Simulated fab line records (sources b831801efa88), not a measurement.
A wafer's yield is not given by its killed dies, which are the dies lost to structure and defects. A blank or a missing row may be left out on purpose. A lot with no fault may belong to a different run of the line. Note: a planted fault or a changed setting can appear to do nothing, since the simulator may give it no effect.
fab line records | flow gf180mcu
record lots=11 | wafers=31 | last-day=34
route steps=602 shown M5@537 V5@549 TOP_METAL@570
lots untouched by any fault: they come from a run of this same line in which no faults occurred
start-h: the number of hours between the record's first day and the start of the first shown wafer of the lot | wait-h: hours since the lot's step before | " repeats the value in the row above | L1.1+2: a single row standing in for several wafers | - no value, or no start was given | * or withheld: withheld | < > ~ a bound
route shown NAME@n: a module of which the file shows steps, and the number in the route of the first | usual: the fault-free wafers' mean and standard deviation | same: alike in all rows | chamber/n: place in a boat | sites: each site's reading | _std_site: their standard deviation | _edge_site: outer sites' mean less inner sites' | radius-mm: for every site, how far away it sits from the centre of the wafer | mask NAME#n: copy n | behind: the last tool/chamber to shape the wafer | hold: why the lot went on hold/how many hours it stayed there/how the hold came to an end | device: names the non-switching transistor (n, p or np) | end of line: tests run on the same wafers once the route is complete | step lacking rows: just its recipe | killed: dies lost to structure and defects at the first sort, not the wafer's yield | map: per-die view of a wafer (x killed, . not killed, _ where there is no die)
set.NAME: the run value of the setting; set.NAME@STEP: its run value at that earlier step | model.NAME: the simulator's own value behind a step, which no gauge read
one table for each step of the route and one row for each wafer, over a sample of lots
services: the hour from which a tool's chamber was out of use, counted from the record's first day as start-h (under 0 if before that day), plus the number of hours and why
## steps
# step GF_M5_STRIP_11
# recipe chemistry=O2/N2 | power-w=1400 | pressure-mtorr=1500 | platen-temp-c=250 | o2-flow-sccm=3000 | n2-flow-sccm=300 | overash-fraction=0.5
# usual drypump-motor-current-A=5.6/0.53 | heater-power-w=301/18 | o2-flow-sccm=3000/7.8 | oes-product-au=0.523/0.005 | strip-time-to-endpoint-s=7.05/0.059
lot.wafer | tool            | chamber | start-h | wait-h | drypump-motor-current-A | heater-power-w | o2-flow-sccm | oes-product-au | rf-hours-counter-h | strip-time-to-endpoint-s
L389.3    | plasma-asher-02 | 1       | 616.91  | 0.1    | 6.0                     | 287            | 3002         | 0.521          | -                  | 7.06
L389.5    | "               | 1       | "       | "      | 6.0                     | 293            | 3005         | 0.527          | -                  | 7.14
L389.6    | "               | 0       | "       | "      | 5.9                     | 288            | 3002         | 0.522          | -                  | 7.04
L390.1    | plasma-asher-04 | 1       | 621.76  | 0.1    | 4.8                     | 297            | 2998         | 0.528          | 85                 | 7.12
L390.2    | "               | 0       | "       | "      | 6.1                     | 314            | 2986         | 0.527          | 85                 | 7.09
L390.6    | "               | 0       | "       | "      | 6.0                     | 314            | 2989         | 0.528          | -                  | 7.02
L393.1    | plasma-asher-04 | 0       | 652.31  | 0.1    | 6.0                     | 312            | 2998         | 0.519          | 88                 | 7.03
L393.5    | "               | 0       | "       | "      | 6.1                     | 310            | 3009         | 0.518          | -                  | 7.08
L393.6    | "               | 1       | "       | "      | 4.8                     | 294            | 3007         | 0.520          | -                  | 7.05
L392.1    | plasma-asher-04 | 1       | 654.80  | 0.1    | 4.8                     | 292            | 2996         | 0.515          | 88                 | 7.12
L392.2    | "               | 0       | "       | "      | 6.0                     | 326            | 3007         | 0.517          | 88                 | 7.00
L392.5    | "               | 0       | "       | "      | 6.1                     | 314            | 2986         | 0.523          | -                  | 7.08
L396.2    | plasma-asher-02 | 0       | 685.39  | 0.2    | 5.9                     | 289            | 2990         | 0.528          | 106                | 7.09
L396.3    | "               | 0       | "       | "      | 5.8                     | 292            | 3005         | 0.522          | -                  | 7.04
L396.5    | "               | 0       | "       | "      | 5.8                     | 293            | 2988         | 0.525          | -                  | 7.08
L397.1    | plasma-asher-02 | 0       | 690.62  | 0.2    | 5.8                     | 294            | 3010         | 0.527          | 107                | 6.99
L397.2    | "               | 1       | "       | "      | 6.0                     | 287            | 2997         | 0.522          | 107                | 6.96
L397.3    | "               | 0       | "       | "      | 5.8                     | 291            | 2999         | 0.516          | -                  | 7.00
L399.2    | plasma-asher-02 | 0       | 705.34  | 0.1    | 5.8                     | 303            | 2999         | 0.521          | 108                | 7.07
L399.4    | "               | 0       | "       | "      | 5.9                     | 298            | 2997         | 0.527          | -                  | 7.16
L399.5    | "               | 0       | "       | "      | 5.8                     | 295            | 2997         | 0.522          | -                  | 7.12
L400.3    | plasma-asher-02 | 0       | 707.44  | 0.1    | 5.9                     | 290            | 2984         | 0.525          | -                  | 7.08
L400.4    | "               | 1       | "       | "      | 6.0                     | 299            | 2988         | 0.520          | -                  | 7.01
L400.5    | "               | 1       | "       | "      | 6.0                     | 292            | 3005         | 0.531          | -                  | 7.09
L405.2    | plasma-asher-02 | 0       | 729.42  | 0.1    | 5.9                     | 285            | 2993         | 0.514          | 111                | 7.00
L405.4    | "               | 1       | "       | "      | 6.0                     | 295            | 3008         | 0.520          | -                  | 7.00
L405.6    | "               | 0       | "       | "      | 5.9                     | 293            | 2999         | 0.518          | -                  | 7.03
L409.3    | plasma-asher-01 | 1       | 756.53  | 0.1    | 5.7                     | 263            | 3005         | 0.521          | -                  | 7.11
L409.4    | "               | 0       | "       | "      | 4.8                     | 330            | 3003         | 0.520          | -                  | 7.01
L410.4    | plasma-asher-02 | 0       | 761.19  | 0.1    | 5.8                     | 316            | 3005         | 0.531          | -                  | 7.12
L410.5    | "               | 1       | "       | "      | 6.0                     | 320            | 2998         | 0.533          | -                  | 7.15
# step GF_V5_COAT_09
# recipe resist=KrF | spin-rpm=withheld | resist-thk-nm=1000
# usual exhaust-pa=44.9/0.81
lot.wafer | tool           | chamber | start-h | wait-h | exhaust-pa
L389.3    | litho-track-03 | 0       | 627     | -      | 45.1
L389.5    | "              | 0       | "       | "      | 44.8
L389.6    | "              | 0       | "       | "      | 45.0
L390.1    | litho-track-04 | 0       | 633     | -      | 47.5
L390.2    | "              | 0       | "       | "      | 46.3
L390.6    | "              | 0       | "       | "      | 46.7
L393.1    | litho-track-04 | 0       | 662     | -      | 44.5
L393.5    | "              | 0       | "       | "      | 46.1
L393.6    | "              | 0       | "       | "      | 45.6
L392.1    | litho-track-01 | 0       | 664     | -      | 45.2
L392.2    | "              | 0       | "       | "      | 45.8
L392.5    | "              | 0       | "       | "      | 44.9
L396.2    | litho-track-01 | 0       | 696     | -      | 46.1
L396.3    | "              | 0       | "       | "      | 44.6
L396.5    | "              | 0       | "       | "      | 45.1
L397.1    | litho-track-04 | 0       | 701     | -      | 45.1
L397.2    | "              | 0       | "       | "      | 45.5
L397.3    | "              | 0       | "       | "      | 45.0
L399.2    | litho-track-03 | 0       | 715     | -      | 44.4
L399.4    | "              | 0       | "       | "      | 44.6
L399.5    | "              | 0       | "       | "      | 43.8
L400.3    | litho-track-03 | 0       | 717     | -      | 45.5
L400.4    | "              | 0       | "       | "      | 44.8
L400.5    | "              | 0       | "       | "      | 45.5
L405.2    | litho-track-01 | 0       | 739     | -      | 45.1
L405.4    | "              | 0       | "       | "      | 45.0
L405.6    | "              | 0       | "       | "      | 45.3
L409.3    | litho-track-04 | 0       | 765     | -      | 46.3
L409.4    | "              | 0       | "       | "      | 45.4
L410.4    | litho-track-04 | 0       | 770     | -      | 43.8
L410.5    | "              | 0       | "       | "      | 45.6
# step GF_V5_CD_MEAS_14
# recipe target-cd-nm=260
# usual cd-nm=260.2/1.4
lot.wafer | tool      | chamber | start-h | wait-h | cd-nm
L389.3    | cd-sem-01 | -       | 638.04  | 0.1    | 262.2
L389.5    | "         | -       | "       | "      | 261.5
L389.6    | "         | -       | "       | "      | 263.3
L390.1    | cd-sem-02 | -       | 643.20  | 0.1    | 261.8
L390.2    | "         | -       | "       | "      | 261.9
L390.6    | "         | -       | "       | "      | 260.5
L393.1    | cd-sem-01 | -       | 672.30  | 0.1    | 259.0
L393.5    | "         | -       | "       | "      | 258.6
L393.6    | "         | -       | "       | "      | 258.8
L392.1    | cd-sem-01 | -       | 674.45  | 0.1    | 257.5
L392.2    | "         | -       | "       | "      | 258.2
L392.5    | "         | -       | "       | "      | 257.6
L396.2    | cd-sem-02 | -       | 705.40  | 0.1    | 262.7
L396.3    | "         | -       | "       | "      | 260.7
L396.5    | "         | -       | "       | "      | 262.2
L397.1    | cd-sem-01 | -       | 710.58  | 0.1    | 260.0
L397.2    | "         | -       | "       | "      | 259.1
L397.3    | "         | -       | "       | "      | 257.9
L399.2    | cd-sem-02 | -       | 724.82  | 0.1    | 262.4
L399.4    | "         | -       | "       | "      | 263.8
L399.5    | "         | -       | "       | "      | 261.8
L400.3    | cd-sem-02 | -       | 726.24  | 0.1    | 263.1
L400.4    | "         | -       | "       | "      | 261.8
L400.5    | "         | -       | "       | "      | 261.8
L405.2    | cd-sem-02 | -       | 748.37  | 0.1    | 259.8
L405.4    | "         | -       | "       | "      | 259.6
L405.6    | "         | -       | "       | "      | 259.3
L409.3    | cd-sem-01 | -       | 773.92  | 0.1    | 256.8
L409.4    | "         | -       | "       | "      | 254.9
L410.4    | cd-sem-02 | -       | 778.76  | 0.1    | 254.7
L410.5    | "         | -       | "       | "      | 257.6
# step GF_V5_STRIP_18
# recipe chemistry=O2/N2 | power-w=1400 | pressure-mtorr=1500 | platen-temp-c=250 | o2-flow-sccm=3000 | n2-flow-sccm=300 | overash-fraction=0.5
# usual drypump-motor-current-A=5.4/0.51 | heater-power-w=313/45 | o2-flow-sccm=3000/15 | oes-product-au=0.569/0.0054
lot.wafer | tool            | chamber | start-h | wait-h | drypump-motor-current-A | heater-power-w | o2-flow-sccm | oes-product-au | rf-hours-counter-h
L389.3    | plasma-asher-04 | 1       | 638.34  | -      | 4.8                     | 294            | 3002         | 0.565          | -
L389.5    | "               | 1       | "       | "      | 4.8                     | 299            | 3006         | 0.567          | -
L389.6    | "               | 0       | "       | "      | 6.0                     | 307            | 2992         | 0.578          | -
L390.1    | plasma-asher-04 | 0       | 643.51  | -      | 6.1                     | 317            | 2991         | 0.569          | 87
L390.2    | "               | 1       | "       | "      | 4.8                     | 299            | 3008         | 0.569          | 87
L390.6    | "               | 1       | "       | "      | 4.8                     | 294            | 2987         | 0.560          | -
L393.1    | plasma-asher-04 | 0       | 672.61  | -      | 6.0                     | 310            | 2988         | 0.566          | 90
L393.5    | "               | 0       | "       | "      | 6.0                     | 316            | 2996         | 0.572          | -
L393.6    | "               | 1       | "       | "      | 4.8                     | 299            | 2992         | 0.568          | -
L392.1    | plasma-asher-03 | 1       | 674.76  | -      | 5.5                     | 314            | 2994         | 0.580          | 26
L392.2    | "               | 0       | "       | "      | 5.7                     | 438            | 3009         | 0.575          | 26
L392.5    | "               | 1       | "       | "      | 5.4                     | 305            | 2992         | 0.573          | -
L396.2    | plasma-asher-03 | 0       | 705.69  | -      | 5.7                     | 444            | 2996         | 0.574          | 29
L396.3    | "               | 1       | "       | "      | 5.5                     | 313            | 2996         | 0.559          | -
L396.5    | "               | 0       | "       | "      | 5.7                     | 441            | 2999         | 0.574          | -
L397.1    | plasma-asher-01 | 0       | 710.89  | -      | 4.8                     | 330            | 3003         | 0.561          | 58
L397.2    | "               | 1       | "       | "      | 5.7                     | 265            | 2993         | 0.567          | 58
L397.3    | "               | 0       | "       | "      | 4.8                     | 327            | 2999         | 0.573          | -
L399.2    | plasma-asher-04 | 1       | 725.11  | -      | 4.8                     | 298            | 3012         | 0.576          | 95
L399.4    | "               | 0       | "       | "      | 6.1                     | 315            | 3003         | 0.567          | -
L399.5    | "               | 1       | "       | "      | 4.8                     | 304            | 3010         | 0.562          | -
L400.3    | plasma-asher-01 | 0       | 726.54  | -      | 4.8                     | 323            | 3021         | 0.570          | -
L400.4    | "               | 1       | "       | "      | 5.7                     | 259            | 3002         | 0.575          | -
L400.5    | "               | 0       | "       | "      | 4.8                     | 328            | 2998         | 0.577          | -
L405.2    | plasma-asher-01 | 1       | 748.66  | -      | 5.7                     | 260            | 2993         | 0.563          | 62
L405.4    | "               | 1       | "       | "      | 5.7                     | 265            | 3013         | 0.567          | -
L405.6    | "               | 0       | "       | "      | 4.8                     | 321            | 2997         | 0.578          | -
L409.3    | plasma-asher-04 | 0       | 774.23  | -      | 6.0                     | 306            | 2999         | 0.613          | -
L409.4    | "               | 1       | "       | "      | 4.8                     | 303            | 3008         | 0.607          | -
L410.4    | plasma-asher-03 | 1       | 779.04  | -      | 5.5                     | 309            | 3003         | 0.614          | -
L410.5    | "               | 0       | "       | "      | 5.7                     | 442            | 2996         | 0.576          | -
# step GF_TOP_METAL_SPUTTER_03
# recipe material=Ti | target-thk-nm=5 | substrate-temp-c=300 | chamber-pressure-pa=0.3 | power-w=3000 | time-s=3.3
# usual throttle-valve-pct=30.3/0.98
# same time-s=3.3
lot.wafer | tool           | chamber | start-h | wait-h | throttle-valve-pct
L389.3    | pvd-sputter-04 | -       | 639.74  | 0.0    | 31.1
L389.5    | "              | -       | "       | "      | 28.1
L389.6    | "              | -       | "       | "      | 31.4
L390.1    | pvd-sputter-02 | -       | 644.94  | 0.0    | 29.3
L390.2    | "              | -       | "       | "      | 31.2
L390.6    | "              | -       | "       | "      | 31.7
L393.1    | pvd-sputter-04 | -       | 674.02  | 0.0    | 31.7
L393.5    | "              | -       | "       | "      | 31.1
L393.6    | "              | -       | "       | "      | 27.9
L392.1    | pvd-sputter-03 | -       | 676.17  | 0.0    | 30.1
L392.2    | "              | -       | "       | "      | 30.2
L392.5    | "              | -       | "       | "      | 30.2
L396.2    | pvd-sputter-02 | -       | 707.44  | 0.0    | 30.8
L396.3    | "              | -       | "       | "      | 31.2
L396.5    | "              | -       | "       | "      | 30.7
L397.1    | pvd-sputter-02 | -       | 712.63  | 0.0    | 30.6
L397.2    | "              | -       | "       | "      | 28.9
L397.3    | "              | -       | "       | "      | 31.4
L399.2    | pvd-sputter-02 | -       | 726.60  | 0.0    | 29.0
L399.4    | "              | -       | "       | "      | 31.7
L399.5    | "              | -       | "       | "      | 30.6
L400.3    | pvd-sputter-02 | -       | 728.25  | 0.0    | 31.3
L400.4    | "              | -       | "       | "      | 30.7
L400.5    | "              | -       | "       | "      | 30.4
L405.2    | pvd-sputter-04 | -       | 750.09  | 0.0    | 27.8
L405.4    | "              | -       | "       | "      | 31.1
L405.6    | "              | -       | "       | "      | 29.4
L409.3    | pvd-sputter-02 | -       | 775.59  | 0.0    | 31.0
L409.4    | "              | -       | "       | "      | 31.8
L410.4    | pvd-sputter-03 | -       | 780.83  | 0.0    | 31.3
L410.5    | "              | -       | "       | "      | 30.0
# step GF_TOP_METAL_SPUTTER_04
# recipe material=TiN | target-thk-nm=25 | power-w=6500 | time-s=20.8 | chamber-pressure-pa=0.4
# usual throttle-valve-pct=30.3/0.99
# same time-s=20.8
lot.wafer | tool           | chamber | start-h | wait-h | throttle-valve-pct
L389.3    | pvd-sputter-04 | -       | 639.76  | 0.0    | 31.2
L389.5    | "              | -       | "       | "      | 28.0
L389.6    | "              | -       | "       | "      | 31.8
L390.1    | pvd-sputter-02 | -       | 644.96  | 0.0    | 28.8
L390.2    | "              | -       | "       | "      | 31.1
L390.6    | "              | -       | "       | "      | 31.5
L393.1    | pvd-sputter-04 | -       | 674.03  | 0.0    | 31.6
L393.5    | "              | -       | "       | "      | 31.0
L393.6    | "              | -       | "       | "      | 27.7
L392.1    | pvd-sputter-03 | -       | 676.18  | 0.0    | 30.2
L392.2    | "              | -       | "       | "      | 30.0
L392.5    | "              | -       | "       | "      | 30.3
L396.2    | pvd-sputter-02 | -       | 707.46  | 0.0    | 31.0
L396.3    | "              | -       | "       | "      | 31.3
L396.5    | "              | -       | "       | "      | 30.4
L397.1    | pvd-sputter-02 | -       | 712.65  | 0.0    | 30.6
L397.2    | "              | -       | "       | "      | 28.8
L397.3    | "              | -       | "       | "      | 31.4
L399.2    | pvd-sputter-02 | -       | 726.62  | 0.0    | 28.6
L399.4    | "              | -       | "       | "      | 31.4
L399.5    | "              | -       | "       | "      | 30.4
L400.3    | pvd-sputter-02 | -       | 728.27  | 0.0    | 31.3
L400.4    | "              | -       | "       | "      | 30.5
L400.5    | "              | -       | "       | "      | 30.5
L405.2    | pvd-sputter-04 | -       | 750.11  | 0.0    | 27.8
L405.4    | "              | -       | "       | "      | 31.2
L405.6    | "              | -       | "       | "      | 29.3
L409.3    | pvd-sputter-02 | -       | 775.61  | 0.0    | 31.0
L409.4    | "              | -       | "       | "      | 31.7
L410.4    | pvd-sputter-03 | -       | 780.86  | 0.0    | 31.2
L410.5    | "              | -       | "       | "      | 29.9
## services
tool            | chamber | start-h | hours | kind
pvd-sputter-04  | 3       | 597.59  | -     | consumable-replace:kit
pvd-sputter-04  | 3       | 597.59  | 18.0  | scheduled-down
pvd-sputter-04  | 3       | 597.59  | 18.0  | vent-cycle
plasma-asher-04 | -       | 609.92  | 2.2   | repair
pvd-sputter-04  | -       | 620.55  | 1.0   | repair
pvd-sputter-02  | -       | 633.50  | 4.0   | repair
plasma-asher-01 | -       | 659.66  | 0.7   | repair
pvd-sputter-02  | -       | 669.83  | 8.2   | repair
pvd-sputter-04  | -       | 688.42  | 0.9   | repair
pvd-sputter-04  | -       | 696.71  | 6.1   | repair
pvd-sputter-02  | 1       | 702.66  | -     | consumable-replace:kit
pvd-sputter-02  | 1       | 702.66  | 18.0  | scheduled-down
pvd-sputter-02  | 1       | 702.66  | 18.0  | vent-cycle
plasma-asher-02 | -       | 711.56  | 3.8   | repair
plasma-asher-01 | -       | 713.10  | 4.4   | repair
pvd-sputter-03  | -       | 717.07  | 0.7   | repair
plasma-asher-02 | -       | 733.79  | 9.0   | pm
plasma-asher-02 | 0       | 733.79  | 9.0   | vent-cycle
plasma-asher-02 | 1       | 733.79  | 9.0   | vent-cycle
plasma-asher-02 | 0       | 742.79  | -     | clean
plasma-asher-02 | 1       | 742.79  | -     | clean
plasma-asher-04 | -       | 760.73  | 4.3   | pm
plasma-asher-04 | -       | 769.54  | 0.5   | repair
pvd-sputter-02  | -       | 780.83  | 3.9   | repair
## key
first-sign step=GF_V5_CD_MEAS_14 | reading=cd-nm | direction=down | sigmas=3.3 | usual=260.2 | struck=255.5
effect step=GF_V5_STRIP_18 | reading=oes-product-au | direction=up | sigmas=7.9 | usual=0.569 | struck=0.611
met-at GF_V5_COAT_09
struck-lots L409,L410
struck-wafers L409.3,L409.4,L410.4
not-acting-at GF_M5_STRIP_11,GF_TOP_METAL_SPUTTER_03,GF_TOP_METAL_SPUTTER_04
onset-between 701 765
fault kind=process-parameter-drift | tool=litho-track-04 | chamber=- | onset-h=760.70 | steps=GF_V5_COAT_09 | channel=resist-thk-nm | offset=* | shape=step | end-h=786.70 | scope=struck-wafers-only | acts-in=* | stated=*
